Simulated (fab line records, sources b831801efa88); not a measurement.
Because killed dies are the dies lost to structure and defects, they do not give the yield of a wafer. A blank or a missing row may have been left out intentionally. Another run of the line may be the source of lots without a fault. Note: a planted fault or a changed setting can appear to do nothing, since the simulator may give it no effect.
Struck lot and sound lot, side by side || flow sky130 || 15 steps out of a route of 708
Sound: wafers L750.2, L750.3, L750.4. Struck: wafers L740.2, L740.4 (left out: L740.3, a lot-mate that was not struck); the cause follows at the end.
Order at every step that has rows: each side's tool, ch and its chambers, its first start. Under that, the readings that differ: sound wafers || struck wafers || difference of the means || sigmas: that difference in standard deviations of wafers without a fault.
alike: readings whose means differ by less than 2 such deviations, and words and numbers that are the same on both sides. not compared: withheld readings, readings that some wafer has no value for, bounds like >300 that may hide the same value, and numbers for which the record gives no deviation and whose values overlap.
The two part at a step that has a row with sigmas, a row that says differs or no value, or rows on one side only. When numbers do not overlap yet have no deviation, they are printed without sigmas and do not part them. A reading that every wafer of one side lacks parts them only if that side has two wafers or more.

first, 2 steps without rows for these wafers: SKY_METAL4_PEB_11; SKY_METAL4_DEVELOP_12 (develop time 60 s).
SKY_METAL4_CD_MEAS_13 targets a cd of 300 nm.
  sound on cd_sem-02, day 45 16:11; struck on cd_sem-01, day 42 11:53
  alike: cd_nm
SKY_METAL4_OVL_MEAS_14:
  sound on overlay-01, day 45 16:18; struck on overlay-02, day 42 12:00
  alike: METAL4_OVL
then, 1 step without rows for these wafers: SKY_METAL4_DESCUM_15 (chemistry O2, time 8 s).
SKY_METAL4_ETCH_16: etches BARC in N2/H2, stops on SiO2, time 88.2 s, target depth 60 nm.
  sound on rie_metal-03 ch 0,1, day 45 16:22; struck on rie_metal-02 ch 0, day 42 12:08
  alike: drypump_motor_current_A, oes_product_au, throttle_valve_pct
  not compared: rf_hours_counter_h
SKY_METAL4_ETCH_17: etches SiO2 in C4F8/O2/Ar, stops on TiN, time 3.9 s, target depth 15 nm.
  sound on rie_diel-03 ch 0,1,2, day 45 16:28; struck on rie_diel-02 ch 1,2, day 42 12:17
  alike: oes_product_au
  not compared: rf_hours_counter_h
SKY_METAL4_METAL_ETCH_18: etches the open film in Cl2/BCl3, stops on SiO2, target depth 845 nm, time 183.1 s.
  sound on rie_metal-01 ch 0,1, day 45 16:29; struck on rie_metal-03 ch 0,1, day 42 12:19
{"reading": "mfc_cl2_sccm (sccm)", "sound": "59.79 59.75 59.63", "struck": "60.17 60.09", "difference": "+0.41", "sigmas": "+2"}
  alike: drypump_motor_current_A, oes_product_au, throttle_valve_pct
  not compared: rf_hours_counter_h
SKY_METAL4_STRIP_19: strips in O2/N2.
  sound on plasma_asher-01 ch 0,1, day 45 16:40; struck on plasma_asher-04 ch 1, day 42 12:29
  alike: drypump_motor_current_A, oes_product_au, strip_time_to_endpoint_s
  not compared: rf_hours_counter_h
then, 3 steps without rows for these wafers: SKY_METAL4_STRIP_20 (strips in post etch residue remover, time 1200 s); SKY_METAL4_CLEAN_21 (cleans in IPA, time 180 s); SKY_METAL4_CLEAN_22 (cleans in O3/DIW).
SKY_VIA4_HDPCVD_00: deposits SiO2, target thk 1750 nm, time 291.7 s.
  sound on hdpcvd-02 ch 1,2, day 45 17:15; struck on hdpcvd-02 ch 0, day 42 13:05
{"reading": "run_length_s (s)", "sound": "319.8 319.3 319.9", "struck": "401.1 401.5", "difference": "+81.6", "sigmas": "+99 or more"}
{"reading": "model.SiO2_of_VIA4_HDPCVD_00.thk_nm (nm)", "sound": "1770 1737 1756", "struck": "2251 2250", "difference": "+496", "sigmas": ""}
SKY_VIA4_THK_MEAS_01:
  sound on film_metro-04, day 45 17:26; struck on film_metro-02, day 42 13:16
{"reading": "VIA4_HDPCVD_THK (nm)", "sound": "1770 1737 1759", "struck": "2253 2248", "difference": "+495", "sigmas": "+25"}
SKY_VIA4_CMP_02: polishes SiO2.
  sound on cmp-02 ch 0,1,2, day 45 17:29; struck on cmp-01 ch 0,2, day 42 13:27
  alike: motor_current_A, platen_rpm, slurry_flow_ml_min

== WHERE THEY PART ==
Earliest at SKY_METAL4_METAL_ETCH_18; latest, in this record, at SKY_VIA4_THK_MEAS_01. Later steps at which nothing parts them and some readings are alike: SKY_VIA4_CMP_02.

WHY: what had been put in by the simulator
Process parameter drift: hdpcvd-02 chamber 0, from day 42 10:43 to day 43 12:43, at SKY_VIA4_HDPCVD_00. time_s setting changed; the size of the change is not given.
